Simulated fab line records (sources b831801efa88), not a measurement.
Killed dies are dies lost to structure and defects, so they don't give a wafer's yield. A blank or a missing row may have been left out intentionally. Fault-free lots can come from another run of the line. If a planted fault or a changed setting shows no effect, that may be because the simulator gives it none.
Problem report, 8D (eight disciplines) form, completed by code | flow sky130 | the parts of the form that need people (team, actions taken, sign-off) are left out

== 1. THE ISSUE ==
Wafers free of any fault read 147.0 ohm/sq (standard deviation 0.36) for SD_P_RS at SKY_SD_N_RS_MEAS_17, against a mean of 149.6 ohm/sq on 6 wafers of 2 lots. Measured from the usual mean, that is +7.2 standard deviations.
The step: measures by four-point-probe.
Earliest sighting: wafer L733.1 on film-metro-03 at day 32 04:34. The record holds 36 wafers of 12 lots with a number at this step. By rule, "out" or "out of limits" means more than 4 standard deviations away from the usual mean. Any other wafer with a number is counted as sound.

== 2. WHAT IT IS AND WHAT IT IS NOT ==
question                    | is                           | is not
which readings at this step | SD_P_RS                      | -
which lots                  | L733, L736                   | L723, L725, L726, L728, L729, L730, L734, L735, L742, L744
which wafers of those lots  | all that have a number       | -
read on which gauges        | film-metro-03, film-metro-04 | film-metro-01
when                        | from day 32 04:34            | up to then (18 sound wafers); but 12 sound wafers of L734, L735, L742, L744 came after

== 3. SUSPECTS, AND WHAT RULES EACH OUT ==
Counting: any tool at a process step up to the reading is kept as a suspect provided that every lot that is out went through it and no sound lot did after the first of them.
- the gauge at SKY_SD_N_RS_MEAS_17: ruled out. Those wafers that are out were read across 2 gauges (film-metro-03, film-metro-04).
- plasma-asher-02 at SKY_SONOS_ONO_STRIP_17 (strips in O2/N2): kept. Every lot that is out went through it, starting with L733 (day 17 00:01), and after that it ran no sound lot; the last sound lot it ran before then is L726 (day 14 14:16).
- implanter-04 at SKY_SD_P_IMPLANT_09: ruled out as a lasting fault. The sound lots L744 went through it after L733, its earliest lot that is out (day 29 20:28).
Left after counting: plasma-asher-02 at SKY_SONOS_ONO_STRIP_17.

== 4. THE CAUSE (what the simulator had put in) ==
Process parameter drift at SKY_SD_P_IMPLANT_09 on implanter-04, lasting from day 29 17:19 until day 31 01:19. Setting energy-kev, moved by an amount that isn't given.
Counting ruled it out, wrongly: the rule takes a fault to strike every lot that its tool runs from its start on, and this one did not.

== 5. SEQUENCE OF EFFECTS, ordered by route ==
Each row: a reading whose mean over the struck wafers that have a number lies more than 3 standard deviations from the usual. Scope: only readings with a usual standard deviation given in the record; hours: median across lots of the time from each lot's start at the first step in this table that gives one to its start at this step; sigmas: change in usual standard deviations.
hours | step                | reading         | usual        | on struck wafers | change | sigmas
0     | SKY_SD_P_IMPLANT_09 | beam-energy-keV | 20.001       | 19.261           | -0.740 | -99 or more
55    | SKY_SD_N_RS_MEAS_17 | SD_P_RS         | 147.0 ohm/sq | 149.6            | +2.6   | +7.2
Process steps it contains:
- SKY_SD_P_IMPLANT_09

== 6. HOW IT WOULD HAVE BEEN CAUGHT EARLIER ==
59 hours passed between the start of the fault at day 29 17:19 and the first reading out of limits at a measuring or inspecting step in this record, taken at day 32 04:34.
Tool's own readings at SKY_SD_P_IMPLANT_09, beam-energy-keV: out on all struck wafers the step has rows for; an alarm limit on them would have tripped on the first.
